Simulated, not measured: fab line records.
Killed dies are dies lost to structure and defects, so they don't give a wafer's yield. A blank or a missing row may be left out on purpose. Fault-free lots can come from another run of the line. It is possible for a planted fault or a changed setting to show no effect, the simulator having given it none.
fab line records    flow gf180mcu
[record] lots = 15  wafers = 45  last-day = 34
route steps=602 shown HV_LDD@223 SAB@270
lots with no fault: from the same line, run without faults
start-h: start of the lot's first displayed wafer, in hours after the record's first day    wait-h: hours from the lot's prior step to this one    " as in the row above    L1.1+2: several wafers, shown together as one row    - no value, or no start given    * or withheld: withheld    < > ~ a bound
route shown NAME@n: NAME is a module with steps in the file, n the number in the route of the first one    usual: the fault-free wafers' mean and standard deviation    same: alike in all rows    chamber/n: place in a boat    sites: each site's reading    _std_site: their standard deviation    _edge_site: inner sites' mean taken away from outer sites' mean    radius-mm: for every site, how far away it sits from the centre of the wafer    mask NAME#n: copy n    behind: the most recent tool/chamber to have shaped the wafer    hold: why the lot was held/for how many hours/how that ended    device: the transistor (n, p or np) that didn't switch    end of line: the same wafers' tests at the end of the route    for a step that has no rows: nothing shown but its recipe    killed: dies that structure and defects cost at the first sort, which is not the same as the wafer's yield    map: shows each die of a wafer: x if killed, . if not, _ if none is there
set.NAME: setting as actually run; set.NAME@STEP: the setting as run at that earlier step    model.NAME: the simulator's own value behind a step, which no gauge read
route steps across a sampled set of lots; one table per step, one row per wafer
services: the hour from which a tool's chamber was out of use, counted from the record's first day as start-h (under 0 if before that day), plus the number of hours and why
[[steps]]
[step GF_HV_LDD_OVL_MEAS_47]
[usual] HV_LDD_03_OVL = -0.1/1.5
lot.wafer  tool        chamber  start-h  wait-h  HV_LDD_03_OVL[nm]
L606.1     overlay-02  -        280.44   0.1     -2.4
L606.3     "           -        "        "       -1.4
L606.6     "           -        "        "       -3.3
L607.2     overlay-01  -        289.65   0.1     0.8
L607.3     "           -        "        "       0.3
L607.6     "           -        "        "       1.3
L608.1     overlay-02  -        300.96   0.1     0.3
L608.2     "           -        "        "       -1.3
L608.3     "           -        "        "       -0.3
L609.1     overlay-02  -        307.37   0.1     -2.2
L609.3     "           -        "        "       -2.9
L609.5     "           -        "        "       -0.6
L611.2     overlay-01  -        325.33   0.1     1.1
L611.4     "           -        "        "       -1.7
L611.6     "           -        "        "       1.6
L613.1     overlay-01  -        343.72   0.1     0.6
L613.4     "           -        "        "       -0.2
L613.5     "           -        "        "       -1.7
L614.1     overlay-02  -        352.69   0.1     -0.4
L614.5     "           -        "        "       1.0
L614.6     "           -        "        "       -1.7
L615.1     overlay-01  -        359.87   0.1     -1.7
L615.3     "           -        "        "       0.7
L615.4     "           -        "        "       2.5
L616.1     overlay-01  -        364.07   0.1     1.6
L616.2     "           -        "        "       -0.9
L616.5     "           -        "        "       -2.1
L617.1     overlay-02  -        373.97   0.1     -0.1
L617.3     "           -        "        "       -0.3
L617.4     "           -        "        "       -0.2
L623.1     overlay-01  -        415.62   0.1     -1.1
L623.2     "           -        "        "       -1.6
L623.6     "           -        "        "       -0.9
L625.1     overlay-02  -        438.94   0.1     -3.3
L625.4     "           -        "        "       -2.6
L625.5     "           -        "        "       -2.9
L626.2     overlay-01  -        445.22   0.1     0.1
L626.5     "           -        "        "       -1.4
L626.6     "           -        "        "       -1.3
L627.1     overlay-01  -        448.92   0.1     -0.2
L627.2     "           -        "        "       1.0
L627.6     "           -        "        "       -1.3
L628.2     overlay-01  -        458.33   0.1     1.6
L628.3     "           -        "        "       1.8
L628.4     "           -        "        "       1.8
[step GF_HV_LDD_RTA_52]
[recipe] temp-c = 1000  time-s = 10  ambient = N2
[usual] lamp-power-pct = 31.9/2.4  wafer_temp_C_max = 1005.1/1.3
lot.wafer  tool           chamber  start-h  wait-h  lamp-power-pct  wafer_temp_C_max
L606.1     rtp-anneal-02  0        280.84   0.0     34.1            1003.8
L606.3     "              0        "        "       34.1            1004.2
L606.6     "              0        "        "       34.0            1003.9
L607.2     rtp-anneal-02  0        290.05   0.0     34.1            1004.0
L607.3     "              0        "        "       34.1            1004.1
L607.6     "              0        "        "       34.1            1005.6
L608.1     rtp-anneal-01  0        301.36   0.0     29.3            1007.1
L608.2     "              0        "        "       29.3            1004.8
L608.3     "              0        "        "       29.3            1005.5
L609.1     rtp-anneal-02  0        307.83   0.0     34.1            1003.0
L609.3     "              0        "        "       34.1            1006.5
L609.5     "              0        "        "       34.1            1004.1
L611.2     rtp-anneal-01  0        325.73   0.0     29.3            1006.7
L611.4     "              0        "        "       29.3            1005.0
L611.6     "              0        "        "       29.3            1006.8
L613.1     rtp-anneal-01  0        344.11   0.0     29.3            1006.1
L613.4     "              0        "        "       29.3            1005.5
L613.5     "              0        "        "       29.2            1007.1
L614.1     rtp-anneal-02  0        353.09   0.0     34.1            1004.9
L614.5     "              0        "        "       34.1            1003.7
L614.6     "              0        "        "       34.1            1004.7
L615.1     rtp-anneal-02  0        360.26   0.0     34.1            1005.0
L615.3     "              0        "        "       34.1            1003.7
L615.4     "              0        "        "       34.2            1005.6
L616.1     rtp-anneal-02  0        364.46   0.0     34.1            1004.5
L616.2     "              0        "        "       34.1            1003.9
L616.5     "              0        "        "       34.1            1003.9
L617.1     rtp-anneal-02  0        374.37   0.0     34.2            1004.4
L617.3     "              0        "        "       34.1            1005.9
L617.4     "              0        "        "       34.1            1003.1
L623.1     rtp-anneal-01  0        416.07   0.0     29.3            1006.4
L623.2     "              0        "        "       29.3            1005.9
L623.6     "              0        "        "       29.3            1005.9
L625.1     rtp-anneal-02  0        439.34   0.0     34.1            1005.9
L625.4     "              0        "        "       34.1            1005.9
L625.5     "              0        "        "       34.2            1004.4
L626.2     rtp-anneal-01  0        445.63   0.0     29.3            1006.1
L626.5     "              0        "        "       29.3            1006.4
L626.6     "              0        "        "       29.3            1004.6
L627.1     rtp-anneal-01  0        449.32   0.0     29.3            1006.7
L627.2     "              0        "        "       29.3            1009.1
L627.6     "              0        "        "       29.3            1006.8
L628.2     rtp-anneal-01  0        458.73   0.0     29.3            1007.5
L628.3     "              0        "        "       29.3            1006.1
L628.4     "              0        "        "       29.3            1003.5
[step GF_SAB_EXPOSE_06]
[recipe] mask-id = SAB  target-cd-nm = 420  na = 0.6  source-shape = conventional  sigma-outer = 0.6  dose-mj = 140
[usual] exposure-dose-mJ-cm2 = 139.95/0.14  focus-offset-nm = 0.0/0.55
lot.wafer  tool              chamber  start-h  wait-h  mask   exposure-dose-mJ-cm2  focus-offset-nm
L606.1     iline-stepper-02  0        335.69   -       SAB#0  139.89                0.2
L606.3     "                 0        "        "       SAB#0  139.79                -1.2
L606.6     "                 0        "        "       SAB#0  139.86                0.5
L607.2     iline-stepper-01  0        346.16   -       SAB#0  140.00                0.5
L607.3     "                 0        "        "       SAB#0  139.81                0.3
L607.6     "                 0        "        "       SAB#0  139.90                0.1
L608.1     iline-stepper-01  0        358.20   -       SAB#0  139.80                -0.5
L608.2     "                 0        "        "       SAB#0  139.94                -0.8
L608.3     "                 0        "        "       SAB#0  140.03                0.8
L609.1     iline-stepper-02  0        364.43   -       SAB#0  139.92                -0.3
L609.3     "                 0        "        "       SAB#0  139.78                0.5
L609.5     "                 0        "        "       SAB#0  139.88                0.7
L611.2     iline-stepper-01  0        383.40   -       SAB#0  139.85                -0.4
L611.4     "                 0        "        "       SAB#0  139.80                0.3
L611.6     "                 0        "        "       SAB#0  140.05                -0.3
L613.1     iline-stepper-01  0        403.39   -       SAB#0  139.89                -0.5
L613.4     "                 0        "        "       SAB#0  140.13                -0.3
L613.5     "                 0        "        "       SAB#0  140.02                0.9
L614.1     iline-stepper-01  -        414.50   -       SAB#0  -                     -
L614.5     "                 -        "        "       SAB#0  -                     -
L614.6     "                 -        "        "       SAB#0  -                     -
L615.1     iline-stepper-02  -        423.94   -       SAB#0  -                     -
L615.3     "                 -        "        "       SAB#0  -                     -
L615.4     "                 -        "        "       SAB#0  -                     -
L616.1     iline-stepper-02  -        425.50   -       SAB#0  -                     -
L616.2     "                 -        "        "       SAB#0  -                     -
L616.5     "                 -        "        "       SAB#0  -                     -
L617.1     iline-stepper-01  0        435.67   -       SAB#0  140.01                -0.8
L617.3     "                 0        "        "       SAB#0  140.00                -0.9
L617.4     "                 0        "        "       SAB#0  139.86                -0.9
L623.1     iline-stepper-01  0        481.62   -       SAB#0  139.79                -0.3
L623.2     "                 0        "        "       SAB#0  139.87                0.5
L623.6     "                 0        "        "       SAB#0  139.83                -0.6
L625.1     iline-stepper-01  0        503.74   -       SAB#0  140.03                0.7
L625.4     "                 0        "        "       SAB#0  140.01                0.0
L625.5     "                 0        "        "       SAB#0  139.97                0.2
L626.2     iline-stepper-01  0        508.91   -       SAB#0  140.15                0.9
L626.5     "                 0        "        "       SAB#0  140.07                0.2
L626.6     "                 0        "        "       SAB#0  140.21                0.1
L627.1     iline-stepper-01  0        512.67   -       SAB#0  139.99                -1.0
L627.2     "                 0        "        "       SAB#0  139.93                -0.4
L627.6     "                 0        "        "       SAB#0  139.85                0.1
L628.2     iline-stepper-01  0        522.17   -       SAB#0  140.17                -0.4
L628.3     "                 0        "        "       SAB#0  139.93                -0.1
L628.4     "                 0        "        "       SAB#0  140.15                0.4
[step GF_SAB_OVL_MEAS_10]
[usual] SAB_OVL = -0.4/1.4
lot.wafer  tool        chamber  start-h  wait-h  SAB_OVL[nm]
L606.1     overlay-01  -        346.44   0.1     1.0
L606.3     "           -        "        "       0.8
L606.6     "           -        "        "       0.0
L607.2     overlay-02  -        356.93   0.1     -1.9
L607.3     "           -        "        "       0.6
L607.6     "           -        "        "       -1.2
L608.1     overlay-01  -        369.24   0.1     -1.9
L608.2     "           -        "        "       -2.2
L608.3     "           -        "        "       -2.7
L609.1     overlay-01  -        376.12   0.1     0.9
L609.3     "           -        "        "       1.7
L609.5     "           -        "        "       1.0
L611.2     overlay-01  -        394.58   0.1     -1.0
L611.4     "           -        "        "       -1.8
L611.6     "           -        "        "       -2.7
L613.1     overlay-01  -        414.92   0.1     -1.6
L613.4     "           -        "        "       -1.9
L613.5     "           -        "        "       -1.1
L614.1     overlay-01  -        426.42   0.1     -
L614.5     "           -        "        "       -
L614.6     "           -        "        "       -
L615.1     overlay-01  -        436.24   0.1     -
L615.3     "           -        "        "       -
L615.4     "           -        "        "       -
L616.1     overlay-01  -        437.47   0.1     -
L616.2     "           -        "        "       -
L616.5     "           -        "        "       -
L617.1     overlay-01  -        447.72   0.1     0.0
L617.3     "           -        "        "       0.0
L617.4     "           -        "        "       -1.7
L623.1     overlay-01  -        493.44   0.1     0.9
L623.2     "           -        "        "       0.9
L623.6     "           -        "        "       0.0
L625.1     overlay-01  -        514.94   0.1     0.1
L625.4     "           -        "        "       0.0
L625.5     "           -        "        "       0.6
L626.2     overlay-01  -        520.03   0.1     -2.6
L626.5     "           -        "        "       -1.8
L626.6     "           -        "        "       -1.7
L627.1     overlay-02  -        524.24   0.1     0.4
L627.2     "           -        "        "       1.2
L627.6     "           -        "        "       -0.9
L628.2     overlay-01  -        533.53   0.1     -0.1
L628.3     "           -        "        "       -0.4
L628.4     "           -        "        "       -0.7
[[services]]
tool              chamber  start-h  hours  kind
iline-stepper-02  0        257.94   -      calibration
iline-stepper-02  -        309.43   5.2    repair
iline-stepper-01  -        320.83   4.4    pm
iline-stepper-02  -        336.68   1.7    pm
iline-stepper-01  0        339.28   -      calibration
iline-stepper-01  -        369.24   5.6    repair
iline-stepper-01  -        374.82   1.7    pm
iline-stepper-01  -        415.00   15.3   repair
iline-stepper-01  -        419.91   5.3    repair
iline-stepper-02  -        461.51   7.0    repair
iline-stepper-02  0        468.57   -      calibration
[[key]]
[first-sign] step = GF_SAB_EXPOSE_06  reading = tool-record  direction = missing
effect none on later readings
met-at GF_SAB_EXPOSE_06
struck-lots L614,L615,L616
later-rows-left-out L614.1,L614.5,L614.6,L615.1,L615.3,L615.4,L616.1,L616.2,L616.5
sort-left-out L614.1,L614.5,L614.6,L615.1,L615.3,L615.4,L616.1,L616.2,L616.5
tester-left-out L614,L615,L616
not-acting-at GF_HV_LDD_OVL_MEAS_47,GF_HV_LDD_RTA_52,GF_SAB_OVL_MEAS_10
onset-between 403.39 414.50
[fault] kind = skipped-step-whole  tool = iline-stepper-01,iline-stepper-02  chamber = -  onset-h = 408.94  steps = GF_SAB_EXPOSE_06  scope = struck-lots-only
// tester-left-out: of these lots the tester's yield and bins aren't shown, on N5 and GAA mostly nor the transistor test; their killed dies are dies lost to structure and defects alone, not to doping, threshold or leakage, so they don't give the yield
// sort-left-out: the simulated sort isn't trusted on such a fault, so these wafers' sort isn't shown, and their yield isn't known
// later-rows-left-out: the simulator's readings of these wafers behind a module that went badly wrong aren't trusted and aren't shown, but for the sort
